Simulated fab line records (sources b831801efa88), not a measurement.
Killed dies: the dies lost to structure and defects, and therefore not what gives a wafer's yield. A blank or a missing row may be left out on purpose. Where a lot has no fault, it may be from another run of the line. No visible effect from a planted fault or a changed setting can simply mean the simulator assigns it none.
fab line records / flow sky130
record lots=5 wafers=15 last-day=48
route steps=708 shown PAD_OPEN@701
lots with no fault: from the same line, run without faults
start-h: hours from the record's first day to the start of the lot's first wafer shown / wait-h: hours from the lot's prior step to this one / " unchanged from the row above / L1.1+2: several wafers, shown together as one row / - no value, or no start was given / * or withheld: withheld / < > ~ a bound
route shown NAME@n: names a module that has steps shown in the file, with the first one's number in the route / usual: mean/standard deviation of fault-free wafers / same: alike in all rows / chamber/n: place in a boat / sites: per-site readings / _std_site: the standard deviation of these / _edge_site: outer sites' mean less inner sites' / radius-mm: how far each site lies from the wafer's centre / mask NAME#n: copy n / behind: the last tool/chamber to shape the wafer / hold: what put the lot on hold/how long, in hours/how the hold closed / device: transistor that didn't switch, given as n, p or np / end of line: at the end of the route, the tests of the same wafers / for a step that has no rows: nothing shown but its recipe / killed: dies lost to structure and defects at the first sort, not the wafer's yield / map: dies across one wafer; x = killed, . = not, _ = none there
set.NAME: the setting that was run; set.NAME@STEP: the one run at that earlier step / model.NAME: the simulator's own value behind a step, which no gauge read
lots at selected steps of the route; one table per step, one row per wafer
services: the hour from which a tool's chamber was out of use, counted from the record's first day as start-h (under 0 if before that day), plus the number of hours and why
## steps
# step SKY_PAD_OPEN_ETCH_07
# recipe chemistry=CF4/O2 target-depth-nm=725 stop-on=AlCu source-w=800 bias-w=150 pressure-mtorr=150 cf4-flow-sccm=80 O2_flow_sccm=10 time-s=161.1
# usual drypump-motor-current-A=5.8/0.35 oes-product-au=0.979/0.0066 throttle-valve-pct=5.966/0.0095
lot.wafer=L074.2 tool=rie-diel-01 chamber=2 start-h=1076.05 wait-h=- drypump-motor-current-A=5.3 oes-product-au=0.974 rf-hours-counter-h=23 throttle-valve-pct=5.948
lot.wafer=L074.4 tool=rie-diel-01 chamber=3 start-h=1076.05 wait-h=- drypump-motor-current-A=6.0 oes-product-au=0.986 rf-hours-counter-h=10 throttle-valve-pct=5.969
lot.wafer=L074.6 tool=rie-diel-01 chamber=0 start-h=1076.05 wait-h=- drypump-motor-current-A=6.4 oes-product-au=0.988 rf-hours-counter-h=- throttle-valve-pct=5.958
lot.wafer=L076.2 tool=rie-diel-01 chamber=0 start-h=1093.14 wait-h=- drypump-motor-current-A=6.4 oes-product-au=0.977 rf-hours-counter-h=7 throttle-valve-pct=5.971
lot.wafer=L076.4 tool=rie-diel-01 chamber=1 start-h=1093.14 wait-h=- drypump-motor-current-A=5.9 oes-product-au=0.987 rf-hours-counter-h=19 throttle-valve-pct=5.965
lot.wafer=L076.6 tool=rie-diel-01 chamber=3 start-h=1093.14 wait-h=- drypump-motor-current-A=6.0 oes-product-au=0.973 rf-hours-counter-h=- throttle-valve-pct=5.959
lot.wafer=L077.1 tool=rie-diel-03 chamber=0 start-h=1105.27 wait-h=- drypump-motor-current-A=5.2 oes-product-au=0.980 rf-hours-counter-h=30 throttle-valve-pct=5.969
lot.wafer=L077.4 tool=rie-diel-03 chamber=1 start-h=1105.27 wait-h=- drypump-motor-current-A=6.1 oes-product-au=0.990 rf-hours-counter-h=- throttle-valve-pct=5.965
lot.wafer=L077.6 tool=rie-diel-03 chamber=3 start-h=1105.27 wait-h=- drypump-motor-current-A=5.9 oes-product-au=0.986 rf-hours-counter-h=- throttle-valve-pct=5.981
lot.wafer=L079.1 tool=rie-diel-01 chamber=2 start-h=1105.49 wait-h=- drypump-motor-current-A=5.3 oes-product-au=0.979 rf-hours-counter-h=24 throttle-valve-pct=5.977
lot.wafer=L079.3 tool=rie-diel-01 chamber=3 start-h=1105.49 wait-h=- drypump-motor-current-A=6.0 oes-product-au=0.975 rf-hours-counter-h=11 throttle-valve-pct=5.957
lot.wafer=L079.4 tool=rie-diel-01 chamber=1 start-h=1105.49 wait-h=- drypump-motor-current-A=5.9 oes-product-au=0.976 rf-hours-counter-h=20 throttle-valve-pct=5.963
lot.wafer=L089.1 tool=rie-diel-03 chamber=2 start-h=1160.99 wait-h=- drypump-motor-current-A=5.8 oes-product-au=0.982 rf-hours-counter-h=15 throttle-valve-pct=5.957
lot.wafer=L089.4 tool=rie-diel-03 chamber=3 start-h=1160.99 wait-h=- drypump-motor-current-A=5.8 oes-product-au=0.978 rf-hours-counter-h=32 throttle-valve-pct=5.970
lot.wafer=L089.6 tool=rie-diel-03 chamber=3 start-h=1160.99 wait-h=- drypump-motor-current-A=5.8 oes-product-au=0.985 rf-hours-counter-h=- throttle-valve-pct=5.966
# step SKY_PAD_OPEN_STRIP_08
# recipe chemistry=O2/N2 power-w=1400 pressure-mtorr=1500 platen-temp-c=withheld overash-fraction=0.7 o2-flow-sccm=3000 n2-flow-sccm=300
# usual drypump-motor-current-A=5.9/0.65 oes-product-au=0.664/0.0048 strip-time-to-endpoint-s=37.09/0.087
lot.wafer=L074.2 tool=plasma-asher-04 chamber=0 start-h=1076.16 wait-h=0.1 drypump-motor-current-A=5.2 oes-product-au=0.663 rf-hours-counter-h=65 strip-time-to-endpoint-s=37.16
lot.wafer=L074.4 tool=plasma-asher-04 chamber=0 start-h=1076.16 wait-h=0.1 drypump-motor-current-A=5.2 oes-product-au=0.668 rf-hours-counter-h=- strip-time-to-endpoint-s=37.15
lot.wafer=L074.6 tool=plasma-asher-04 chamber=1 start-h=1076.16 wait-h=0.1 drypump-motor-current-A=6.7 oes-product-au=0.665 rf-hours-counter-h=- strip-time-to-endpoint-s=37.15
lot.wafer=L076.2 tool=plasma-asher-03 chamber=0 start-h=1093.24 wait-h=0.1 drypump-motor-current-A=6.2 oes-product-au=0.668 rf-hours-counter-h=96 strip-time-to-endpoint-s=37.18
lot.wafer=L076.4 tool=plasma-asher-03 chamber=0 start-h=1093.24 wait-h=0.1 drypump-motor-current-A=6.2 oes-product-au=0.661 rf-hours-counter-h=- strip-time-to-endpoint-s=37.13
lot.wafer=L076.6 tool=plasma-asher-03 chamber=0 start-h=1093.24 wait-h=0.1 drypump-motor-current-A=6.2 oes-product-au=0.653 rf-hours-counter-h=- strip-time-to-endpoint-s=37.12
lot.wafer=L077.1 tool=plasma-asher-03 chamber=1 start-h=1105.38 wait-h=0.1 drypump-motor-current-A=5.3 oes-product-au=0.661 rf-hours-counter-h=98 strip-time-to-endpoint-s=37.21
lot.wafer=L077.4 tool=plasma-asher-03 chamber=1 start-h=1105.38 wait-h=0.1 drypump-motor-current-A=5.3 oes-product-au=0.659 rf-hours-counter-h=- strip-time-to-endpoint-s=37.22
lot.wafer=L077.6 tool=plasma-asher-03 chamber=0 start-h=1105.38 wait-h=0.1 drypump-motor-current-A=6.2 oes-product-au=0.658 rf-hours-counter-h=- strip-time-to-endpoint-s=37.22
lot.wafer=L079.1 tool=plasma-asher-04 chamber=1 start-h=1105.59 wait-h=0.1 drypump-motor-current-A=6.7 oes-product-au=0.665 rf-hours-counter-h=69 strip-time-to-endpoint-s=37.10
lot.wafer=L079.3 tool=plasma-asher-04 chamber=0 start-h=1105.59 wait-h=0.1 drypump-motor-current-A=5.2 oes-product-au=0.670 rf-hours-counter-h=- strip-time-to-endpoint-s=37.22
lot.wafer=L079.4 tool=plasma-asher-04 chamber=1 start-h=1105.59 wait-h=0.1 drypump-motor-current-A=6.7 oes-product-au=0.668 rf-hours-counter-h=- strip-time-to-endpoint-s=37.15
lot.wafer=L089.1 tool=plasma-asher-04 chamber=1 start-h=1161.09 wait-h=0.1 drypump-motor-current-A=6.7 oes-product-au=0.670 rf-hours-counter-h=75 strip-time-to-endpoint-s=37.02
lot.wafer=L089.4 tool=plasma-asher-04 chamber=1 start-h=1161.09 wait-h=0.1 drypump-motor-current-A=6.7 oes-product-au=0.668 rf-hours-counter-h=- strip-time-to-endpoint-s=37.06
lot.wafer=L089.6 tool=plasma-asher-04 chamber=1 start-h=1161.09 wait-h=0.1 drypump-motor-current-A=6.7 oes-product-au=0.665 rf-hours-counter-h=- strip-time-to-endpoint-s=37.09
# step SKY_PAD_OPEN_STRIP_09
# recipe chemistry=post-etch-residue-remover time-s=1200 temp-c=72.5
lot.wafer=L074.2+4+6 tool=wet-bench-04 chamber=3 start-h=1076.33 wait-h=0.1
lot.wafer=L076.2+4+6 tool=wet-bench-03 chamber=2 start-h=1093.34 wait-h=0.1
lot.wafer=L077.1+4+6 tool=wet-bench-02 chamber=3 start-h=1105.48 wait-h=0.1
lot.wafer=L079.1+3+4 tool=wet-bench-04 chamber=3 start-h=1105.69 wait-h=0.1
lot.wafer=L089.1+4+6 tool=wet-bench-04 chamber=1 start-h=1161.19 wait-h=0.1
# step SKY_PAD_OPEN_CLEAN_10
# recipe chemistry=IPA time-s=180 temp-c=25
lot.wafer=L074.2+4+6 tool=wet-bench-02 chamber=0 start-h=1076.67 wait-h=0.0
lot.wafer=L076.2+4+6 tool=wet-bench-02 chamber=2 start-h=1093.71 wait-h=0.0
lot.wafer=L077.1+4+6 tool=wet-bench-03 chamber=2 start-h=1105.82 wait-h=0.0
lot.wafer=L079.1+3+4 tool=wet-bench-03 chamber=0 start-h=1106.07 wait-h=0.0
lot.wafer=L089.1+4+6 tool=wet-bench-03 chamber=2 start-h=1161.53 wait-h=0.0
# step SKY_PAD_OPEN_CLEAN_11
# recipe chemistry=O3/DIW dry=n2-spin
lot.wafer=L074.2+4+6 tool=wet-bench-03 chamber=1 start-h=1076.73 wait-h=0.0
lot.wafer=L076.2+4+6 tool=wet-bench-03 chamber=2 start-h=1093.77 wait-h=0.0
lot.wafer=L077.1+4+6 tool=wet-bench-02 chamber=0 start-h=1105.88 wait-h=0.0
lot.wafer=L079.1+3+4 tool=wet-bench-02 chamber=2 start-h=1106.12 wait-h=0.0
lot.wafer=L089.1+4+6 tool=wet-bench-04 chamber=0 start-h=1161.60 wait-h=0.0
# step SKY_PAD_OPEN_ANNEAL_12
# recipe temp-c=400 time-s=withheld ambient=N2/H2 idle-temp-c=300 ramp-up-c-per-min=8 ramp-down-c-per-min=4
# usual spike-tc-bottom-C=421.9/1
lot.wafer=L074.2 tool=furnace-01 chamber=0 start-h=1076.83 wait-h=0.0 spike-tc-bottom-C=421.6
lot.wafer=L074.4 tool=furnace-01 chamber=0 start-h=1076.83 wait-h=0.0 spike-tc-bottom-C=420.8
lot.wafer=L074.6 tool=furnace-01 chamber=0 start-h=1076.83 wait-h=0.0 spike-tc-bottom-C=420.9
lot.wafer=L076.2 tool=furnace-01 chamber=0 start-h=1093.87 wait-h=0.0 spike-tc-bottom-C=422.3
lot.wafer=L076.4 tool=furnace-01 chamber=0 start-h=1093.87 wait-h=0.0 spike-tc-bottom-C=419.3
lot.wafer=L076.6 tool=furnace-01 chamber=0 start-h=1093.87 wait-h=0.0 spike-tc-bottom-C=420.6
lot.wafer=L077.1 tool=furnace-01 chamber=0 start-h=1105.97 wait-h=0.0 spike-tc-bottom-C=420.7
lot.wafer=L077.4 tool=furnace-01 chamber=0 start-h=1105.97 wait-h=0.0 spike-tc-bottom-C=420.3
lot.wafer=L077.6 tool=furnace-01 chamber=0 start-h=1105.97 wait-h=0.0 spike-tc-bottom-C=421.1
lot.wafer=L079.1 tool=furnace-01 chamber=0 start-h=1107.47 wait-h=1.3 spike-tc-bottom-C=422.1
lot.wafer=L079.3 tool=furnace-01 chamber=0 start-h=1107.47 wait-h=1.3 spike-tc-bottom-C=420.2
lot.wafer=L079.4 tool=furnace-01 chamber=0 start-h=1107.47 wait-h=1.3 spike-tc-bottom-C=421.2
lot.wafer=L089.1 tool=furnace-01 chamber=0 start-h=1161.69 wait-h=0.0 spike-tc-bottom-C=422.0
lot.wafer=L089.4 tool=furnace-01 chamber=0 start-h=1161.69 wait-h=0.0 spike-tc-bottom-C=420.7
lot.wafer=L089.6 tool=furnace-01 chamber=0 start-h=1161.69 wait-h=0.0 spike-tc-bottom-C=422.0
# step SKY_PAD_OPEN_BOW_MEAS_13
# recipe mode=bow
# usual PAD_OPEN_BOW=48/8.4
lot.wafer=L074.2 tool=film-metro-03 chamber=- start-h=1078.35 wait-h=- PAD_OPEN_BOW[um]=48
lot.wafer=L074.4 tool=film-metro-03 chamber=- start-h=1078.35 wait-h=- PAD_OPEN_BOW[um]=46
lot.wafer=L074.6 tool=film-metro-03 chamber=- start-h=1078.35 wait-h=- PAD_OPEN_BOW[um]=51
lot.wafer=L076.2 tool=film-metro-04 chamber=- start-h=1095.39 wait-h=- PAD_OPEN_BOW[um]=46
lot.wafer=L076.4 tool=film-metro-04 chamber=- start-h=1095.39 wait-h=- PAD_OPEN_BOW[um]=49
lot.wafer=L076.6 tool=film-metro-04 chamber=- start-h=1095.39 wait-h=- PAD_OPEN_BOW[um]=42
lot.wafer=L077.1 tool=film-metro-03 chamber=- start-h=1107.47 wait-h=- PAD_OPEN_BOW[um]=60
lot.wafer=L077.4 tool=film-metro-03 chamber=- start-h=1107.47 wait-h=- PAD_OPEN_BOW[um]=60
lot.wafer=L077.6 tool=film-metro-03 chamber=- start-h=1107.47 wait-h=- PAD_OPEN_BOW[um]=52
lot.wafer=L079.1 tool=film-metro-04 chamber=- start-h=1108.97 wait-h=- PAD_OPEN_BOW[um]=59
lot.wafer=L079.3 tool=film-metro-04 chamber=- start-h=1108.97 wait-h=- PAD_OPEN_BOW[um]=57
lot.wafer=L079.4 tool=film-metro-04 chamber=- start-h=1108.97 wait-h=- PAD_OPEN_BOW[um]=56
lot.wafer=L089.1 tool=film-metro-03 chamber=- start-h=1163.19 wait-h=- PAD_OPEN_BOW[um]=48
lot.wafer=L089.4 tool=film-metro-03 chamber=- start-h=1163.19 wait-h=- PAD_OPEN_BOW[um]=39
lot.wafer=L089.6 tool=film-metro-03 chamber=- start-h=1163.19 wait-h=- PAD_OPEN_BOW[um]=54
# step SKY_PAD_OPEN_PROBE_99
# usual defect-limited-yield=82.4/2 killed_at_M0_to_M3=44/7.4 killed_at_M4_up=3.1/1.8 killed-at-contacts=24/5.6 killed-at-front-end=15/4.9 killed-at-other=0.4/0.59 killed-dies=87/9.8 killed-open=47/7.2 killed-short=39/6.8 sort_bin_3_pad_short=0.9/0.41 sort_bin_5_function=10.3/1.6 sort_bin_6_memory=6.5/1.1 sort-n-pass=405/9.8 sort-yield-pct=82.4/2
# same gross-dies=492 killed-at-back-side=0 sort_bin_4_leakage[%]=0 sort_bin_8_speed[%]=0
lot.wafer=L074.2 tool=prober-02 chamber=- start-h=1078.50 wait-h=0.1 defect-limited-yield[%]=78.0 killed_at_M0_to_M3=43 killed_at_M4_up=7 killed-at-contacts=31 killed-at-front-end=27 killed-at-other=0 killed-dies=108 killed-open=64 killed-short=44 sort_bin_3_pad_short[%]=1.4 sort_bin_5_function[%]=13.0 sort_bin_6_memory[%]=7.5 sort-n-pass=384 sort-yield-pct[%]=78.0
lot.wafer=L074.4 tool=prober-02 chamber=- start-h=1078.60 wait-h=0.2 defect-limited-yield[%]=81.5 killed_at_M0_to_M3=42 killed_at_M4_up=1 killed-at-contacts=23 killed-at-front-end=24 killed-at-other=1 killed-dies=91 killed-open=47 killed-short=44 sort_bin_3_pad_short[%]=1.4 sort_bin_5_function[%]=9.3 sort_bin_6_memory[%]=7.7 sort-n-pass=401 sort-yield-pct[%]=81.5
lot.wafer=L074.6 tool=prober-02 chamber=- start-h=1078.70 wait-h=0.2 defect-limited-yield[%]=85.0 killed_at_M0_to_M3=42 killed_at_M4_up=2 killed-at-contacts=20 killed-at-front-end=10 killed-at-other=0 killed-dies=74 killed-open=48 killed-short=26 sort_bin_3_pad_short[%]=0.6 sort_bin_5_function[%]=8.3 sort_bin_6_memory[%]=6.1 sort-n-pass=418 sort-yield-pct[%]=85.0
lot.wafer=L077.1 tool=prober-01 chamber=- start-h=1107.59 wait-h=0.1 defect-limited-yield[%]=84.6 killed_at_M0_to_M3=42 killed_at_M4_up=3 killed-at-contacts=21 killed-at-front-end=10 killed-at-other=0 killed-dies=76 killed-open=37 killed-short=39 sort_bin_3_pad_short[%]=1.0 sort_bin_5_function[%]=8.1 sort_bin_6_memory[%]=6.3 sort-n-pass=416 sort-yield-pct[%]=84.6
lot.wafer=L077.4 tool=prober-01 chamber=- start-h=1107.74 wait-h=0.2 defect-limited-yield[%]=82.9 killed_at_M0_to_M3=47 killed_at_M4_up=0 killed-at-contacts=22 killed-at-front-end=15 killed-at-other=0 killed-dies=84 killed-open=44 killed-short=40 sort_bin_3_pad_short[%]=1.4 sort_bin_5_function[%]=8.7 sort_bin_6_memory[%]=6.9 sort-n-pass=408 sort-yield-pct[%]=82.9
lot.wafer=L077.6 tool=prober-01 chamber=- start-h=1107.84 wait-h=0.2 defect-limited-yield[%]=83.7 killed_at_M0_to_M3=41 killed_at_M4_up=4 killed-at-contacts=16 killed-at-front-end=18 killed-at-other=1 killed-dies=80 killed-open=43 killed-short=36 sort_bin_3_pad_short[%]=0.4 sort_bin_5_function[%]=10.2 sort_bin_6_memory[%]=5.7 sort-n-pass=412 sort-yield-pct[%]=83.7
# killed by level:class
L074.2 LI_CONTACT:geometric-particle:open=11 CONTACT:geometric-particle:open=10 FIELD_ISO:geometric-particle:open=9 VIA1:geometric-particle:open=8 VIA2:geometric-particle:open=6 CONTACT:geometric-particle:short=5 POLY_GATE:geometric-particle:short=5 POLY_GATE:geometric-particle:open=5
L074.4 LI_CONTACT:geometric-particle:open=11 VIA3:geometric-particle:open=8 FIELD_ISO:geometric-particle:short=7 POLY_GATE:geometric-particle:short=7 CONTACT:geometric-particle:open=7 VIA1:geometric-particle:short=6 METAL2:geometric-particle:short=6 VIA2:geometric-particle:open=5
L074.6 CONTACT:geometric-particle:open=12 VIA2:geometric-particle:open=11 VIA1:geometric-particle:open=9 METAL1:geometric-particle:short=5 LI_CONTACT:geometric-particle:open=4 VIA1:geometric-particle:short=4 VIA3:geometric-particle:open=4 FIELD_ISO:geometric-particle:open=3
L077.1 LI_CONTACT:geometric-particle:open=7 CONTACT:geometric-particle:open=7 METAL1:geometric-particle:short=6 METAL2:geometric-particle:short=6 VIA2:geometric-particle:open=5 VIA2:geometric-particle:short=5 SPACER:geometric-particle:short=4 VIA1:geometric-particle:open=4
L077.4 VIA1:geometric-particle:open=11 CONTACT:geometric-particle:open=9 LI_CONTACT:geometric-particle:open=6 VIA1:geometric-particle:short=6 VIA2:geometric-particle:open=6 VIA3:geometric-particle:open=5 METAL3:geometric-particle:short=5 FIELD_ISO:geometric-particle:short=4
L077.6 VIA3:geometric-particle:open=9 VIA2:geometric-particle:open=8 VIA1:geometric-particle:open=8 CONTACT:geometric-particle:open=6 SPACER:geometric-particle:short=5 LI_CONTACT:geometric-particle:short=4 METAL3:geometric-particle:short=4 METAL4:geometric-particle:short=4
## services
tool=furnace-01 chamber=- start-h=1071.32 hours=4.6 kind=pm
tool=furnace-01 chamber=- start-h=1084.69 hours=3.8 kind=pm
tool=rie-diel-03 chamber=2 start-h=1101.04 hours=5.4 kind=repair
tool=rie-diel-01 chamber=- start-h=1156.96 hours=2.8 kind=pm
## key
fault none
